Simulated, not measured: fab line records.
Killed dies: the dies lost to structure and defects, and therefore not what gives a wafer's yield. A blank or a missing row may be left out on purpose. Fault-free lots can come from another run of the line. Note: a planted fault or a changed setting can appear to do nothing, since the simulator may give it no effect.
What tool caused it?    flow sky130    14 lots with 42 wafers sampled at 3 steps, on a route of 708 steps

WHAT EACH GAUGE READ, for each wafer
SKY_FIELD_ISO_CD_MEAS_13 targets a cd of 150 nm. Usual: cd nm 149.8 nm, standard deviation 1.6.
lot   measured     on         cd nm (nm)         flag
L466  day 3 00:27  cd sem-01  151.1 150.7 151.7  
L467  day 3 04:26  cd sem-02  149.0 151.2 151.0  
L468  day 3 09:49  cd sem-02  150.3 150.3 149.2  
L469  day 3 17:16  cd sem-02  147.6 151.2 150.3  
L470  day 3 22:35  cd sem-01  150.7 150.6 149.8  
L471  day 3 22:56  cd sem-02  150.7 150.1 150.2  
L473  day 4 09:43  cd sem-01  151.9 151.6 151.5  
L474  day 4 14:05  cd sem-01  151.2 150.6 151.6  
L478  day 5 14:28  cd sem-02  145.2 145.8 145.4  
L480  day 5 22:01  cd sem-02  148.6 150.0 149.8  
L481  day 6 01:34  cd sem-01  149.9 148.5 148.9  
L482  day 6 08:31  cd sem-02  148.1 149.3 149.7  
L484  day 6 21:01  cd sem-02  149.6 150.5 149.8  
L486  day 7 06:10  cd sem-01  150.8 150.9 151.5  

SKY_FIELD_ISO_THK_MEAS_25. Usual: for FIELD_ISO_CVD_24_THK the level is 594 nm and the standard deviation is 5.5.
lot   measured     on             FIELD_ISO_CVD_24_THK (nm)  flag
L466  day 3 02:25  film metro-01  596 592 589                
L467  day 3 06:24  film metro-01  592 596 602                
L468  day 3 11:48  film metro-04  601 600 604                
L469  day 3 19:16  film metro-01  593 603 596                
L470  day 4 00:56  film metro-02  604 598 605                
L471  day 4 01:22  film metro-02  593 601 603                
L473  day 4 13:09  film metro-02  595 595 592                
L474  day 4 19:31  film metro-02  591 592 595                
L478  day 5 20:08  film metro-02  598 595 595                
L480  day 6 00:14  film metro-02  591 589 596                
L481  day 6 04:34  film metro-04  598 589 596                
L482  day 6 10:53  film metro-02  587 583 591                
L484  day 6 23:49  film metro-04  594 589 581                
L486  day 7 09:02  film metro-04  590 592 590                

WHAT TOOL EACH LOT RAN ON (gives the tool, then ch and the chambers of the sampled wafers, and finally the start)
lot   SKY_FIELD_ISO_ETCH_15
L466  rie diel-02 ch 0,2, day 3 00:37
L467  rie diel-02 ch 0,2, day 3 04:35
L468  rie diel-04 ch 0,1,3, day 3 09:59
L469  rie diel-01 ch 0,2,3, day 3 17:23
L470  rie diel-04 ch 1,3, day 3 22:44
L471  rie diel-02 ch 1,2, day 3 23:05
L473  rie diel-01 ch 1,3, day 4 09:53
L474  rie diel-04 ch 0,2,3, day 4 14:14
L478  rie diel-01 ch 1,3, day 5 14:38
L480  rie diel-02 ch 1,2,3, day 5 22:10
L481  rie diel-04 ch 0,1,2, day 6 01:44
L482  rie diel-04 ch 0,3, day 6 08:41
L484  rie diel-02 ch 1,3, day 6 21:11
L486  rie diel-01 ch 0,2,3, day 7 06:20
- SKY_FIELD_ISO_ETCH_15: etches the open film in CHF3/O2, stops on Si, target depth 180 nm, time 72 s.

AS READ BY THE TOOLS THEMSELVES (means over the sampled wafers that have a number; for cases with no such wafer, the mark the record gives instead)
SKY_FIELD_ISO_ETCH_15. Usual: bias w 200.0 W, standard deviation 0.61; drypump motor current A 5.6 A, standard deviation 0.52; oes product au 0.944 a.u., standard deviation 0.0065; throttle valve pct 8.844 %, standard deviation 0.0089.
lot   tool         bias w (W)  drypump motor current A (A)  oes product au (a.u.)  throttle valve pct (%)  flag
L466  rie diel-02  199.6       5.6                          0.937                  8.839                   
L467  rie diel-02  199.4       5.6                          0.942                  8.841                   
L468  rie diel-04  200.1       5.4                          0.944                  8.842                   
L469  rie diel-01  200.6       5.5                          0.941                  8.846                   
L470  rie diel-04  199.5       5.0                          0.944                  8.848                   
L471  rie diel-02  200.2       5.9                          0.945                  8.832                   
L473  rie diel-01  199.4       6.0                          0.933                  8.840                   
L474  rie diel-04  199.4       5.5                          0.950                  8.849                   
L478  rie diel-01  200.1       5.9                          0.952                  8.845                   
L480  rie diel-02  200.4       5.8                          0.943                  8.844                   
L481  rie diel-04  200.3       5.6                          0.942                  8.834                   
L482  rie diel-04  200.3       5.3                          0.946                  8.852                   
L484  rie diel-02  200.3       6.0                          0.942                  8.840                   
L486  rie diel-01  199.7       5.5                          0.944                  8.844                   

THE ANSWER, worked out from the rows above alone
Rule: a lot counts as off when the mean over its wafers that have a number is more than 3 standard deviations away from the usual mean. Also off: a lot with no number at a reading for which 4 or more lots have one. Any other lot the step has rows for is counted as sound. The gauges are gone through in route order, then the tools' own readings, and for those a lot's mean is taken as printed above. At the first step where some lot is off, the reading lying furthest off is the one used; lots without a number count as furthest.
No lot is off on any of the readings shown, so nothing can be concluded from this.

WHAT WAS PUT IN BY THE SIMULATOR
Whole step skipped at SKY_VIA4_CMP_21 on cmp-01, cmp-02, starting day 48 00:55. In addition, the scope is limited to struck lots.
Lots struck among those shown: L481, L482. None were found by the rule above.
